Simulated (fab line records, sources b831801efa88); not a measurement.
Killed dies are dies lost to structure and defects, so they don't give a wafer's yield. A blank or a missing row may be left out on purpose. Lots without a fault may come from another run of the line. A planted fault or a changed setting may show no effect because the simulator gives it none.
Chamber matching | flow gf180mcu | GF_V1_CVD_02 on pecvd-03: 3 sister chambers
The step deposits SiO2 from TEOS, target thk 850 nm, time 94.851 s. 16 wafers are shown with their chamber, then 8 later ones without.

WAFERS WITH THEIR CHAMBER
wafer  | chamber | heater_power_w (W)
L330.2 | 0       | 794
L330.4 | 2       | 769
L330.5 | 0       | 829
L331.1 | 2       | 728
L331.2 | 0       | 744
L331.5 | 0       | 768
L332.2 | 0       | 813
L332.5 | 2       | 767
L332.6 | 1       | 673
L336.1 | 0       | 848
L336.2 | 1       | 706
L336.5 | 1       | 563
L337.1 | 0       | 846
L337.2 | 2       | 745
L337.3 | 1       | 704
L347.2 | 1       | 685

SIGNATURES (means of the wafers above)
reading        | chamber 0 | chamber 1 | chamber 2 | scatter within a chamber
heater_power_w | 806.00    | 666.20    | 752.25    | 43.5
Rule: a wafer's distance from a chamber is the root of the sum, over the readings, of the square of ((its reading less the chamber's mean) divided by the reading's scatter). The wafer belongs to the nearest chamber; if the next one is less than 2 further off, it can't be placed. The scatter: the root of (the sum of the squares of (reading less its chamber's mean) over the shown wafers, divided by (wafers less chambers)).

WAFERS WITHOUT THEIR CHAMBER
wafer  | heater_power_w (W)
L347.3 | 740
L347.4 | 752
L350.1 | 599
L350.3 | 684
L350.6 | 857
L351.2 | 718
L351.3 | 691
L351.5 | 730

WHICH CHAMBER EACH WENT THROUGH
wafer  | from the rows above          | in truth
L347.3 | can't be placed: 2 or 0 or 1 | 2
L347.4 | can't be placed: 2 or 0 or 1 | 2
L350.1 | can't be placed: 1 or 2      | 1
L350.3 | can't be placed: 1 or 2      | 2
L350.6 | can't be placed: 0 or 2      | 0
L351.2 | can't be placed: 2 or 1 or 0 | 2
L351.3 | can't be placed: 1 or 2      | 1
L351.5 | can't be placed: 2 or 1 or 0 | 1
Placed correctly: 0 of 8. Can't be placed from these rows: 8 (the true chamber is among the candidates in 8). Placed wrongly: 0.
